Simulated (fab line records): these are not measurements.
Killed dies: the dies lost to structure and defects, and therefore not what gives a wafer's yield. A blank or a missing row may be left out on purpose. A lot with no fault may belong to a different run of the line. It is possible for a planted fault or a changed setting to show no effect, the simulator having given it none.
Comparing a struck lot with a sound one / flow gf180mcu / 15 steps out of a route of 602
Sound: these wafers, L633.1, L633.3, L633.4. Struck: wafer L643.1. (L643.2, L643.5 of the same lot were not struck and are left out.) The cause comes at the end.
Each step with rows lists, per side, the tool, then ch with its chambers, then its first start. Under that, the readings that differ: sound wafers / struck wafers / difference of the means / sigmas: that difference in standard deviations of wafers without a fault.
alike: readings with means less than 2 such deviations apart, plus words and numbers identical on both sides. not compared: withheld readings, readings lacking a value on some wafer, bounds such as >300 that could conceal the same value, and numbers that have no deviation in the record and whose values overlap.
Wherever a step has rows on one side only, a row that says differs or no value, or a row with sigmas, the two part there. When numbers do not overlap yet have no deviation, they are printed without sigmas and do not part them. A reading that every wafer of one side lacks parts them only if that side has two wafers or more.

first, 4 steps without rows for these wafers: GF_TOP_METAL_SOFTBAKE_10 (time 60 s); GF_TOP_METAL_EXPOSE_11 (exposes mask MetalTop, target cd 440 nm); GF_TOP_METAL_PEB_12; GF_TOP_METAL_DEVELOP_13 (develop time 60 s).
GF_TOP_METAL_CD_MEAS_14: the cd target is 440 nm.
  struck on cd sem-02, day 32 18:45; sound on cd sem-01, day 29 19:25
  alike: cd nm
GF_TOP_METAL_OVL_MEAS_15:
  struck on overlay-01, day 32 18:52; sound on overlay-01, day 29 19:32
  alike: TOP_METAL_OVL
GF_TOP_METAL_METAL_ETCH_16: etches the open film in Cl2/BCl3, stops on SiO2, target depth 1197 nm, time 199.5 s.
  sound on rie metal-02 ch 0,1, day 29 19:34; struck on rie metal-04 ch 0, day 32 18:55
  alike: drypump motor current A, mfc cl2 sccm, oes product au, throttle valve pct
  not compared: rf hours counter h
GF_TOP_METAL_STRIP_17: strips in O2/N2.
  sound on plasma asher-02 ch 0,1, day 29 19:46; struck on plasma asher-02 ch 0, day 32 19:06
reading=oes product au (a.u.); sound=0.714 0.708 0.714; struck=0.703; difference=-0.009; sigmas=-2
  alike: drypump motor current A, heater power w, strip time to endpoint s
  not compared: rf hours counter h
then, 2 steps without rows for these wafers: GF_TOP_METAL_STRIP_18 (strips in post etch residue remover, time 1200 s); GF_TOP_METAL_CLEAN_19 (cleans in DIW).
GF_PASSIVATION_CVD_00: deposits SiO2 from TEOS, target thk 1000 nm, time 111.95 s.
  sound on pecvd-04 ch 1,2, day 29 20:17; struck on pecvd-02 ch 1, day 32 19:40
  alike: heater power w, rf fwd power W
GF_PASSIVATION_THK_MEAS_01:
  struck on film metro-02, day 32 19:44; sound on film metro-03, day 29 20:22
  alike: PASSIVATION_CVD_00_THK
GF_PASSIVATION_CVD_02: deposits Si3N4, target thk 700 nm, time 486.18 s.
  sound on pecvd-02 ch 0,1, day 29 20:26; struck on pecvd-01 ch 2, day 32 19:48
reading=rf fwd power W (W); sound=450.8 448.0 450.3; struck=270.1; difference=-179.6; sigmas=-99 or more
reading=model.Si3N4_of_PASSIVATION_CVD_02.thk nm (nm); sound=685.5 701.5 690; struck=602; difference=-90; sigmas=
  alike: heater power w
GF_PASSIVATION_THK_MEAS_03:
  struck on film metro-03, day 32 20:05; sound on film metro-01, day 29 20:43
reading=PASSIVATION_CVD_02_THK (nm); sound=685 702 690; struck=602; difference=-90; sigmas=-10
then, 1 step without rows for these wafers: GF_PASSIVATION_DEHYDRATE_04 (time 60 s).

== WHERE THEY PART ==
Last at GF_PASSIVATION_THK_MEAS_03 as far as this record goes, first at GF_TOP_METAL_STRIP_17.

WHY: what the simulator had put in
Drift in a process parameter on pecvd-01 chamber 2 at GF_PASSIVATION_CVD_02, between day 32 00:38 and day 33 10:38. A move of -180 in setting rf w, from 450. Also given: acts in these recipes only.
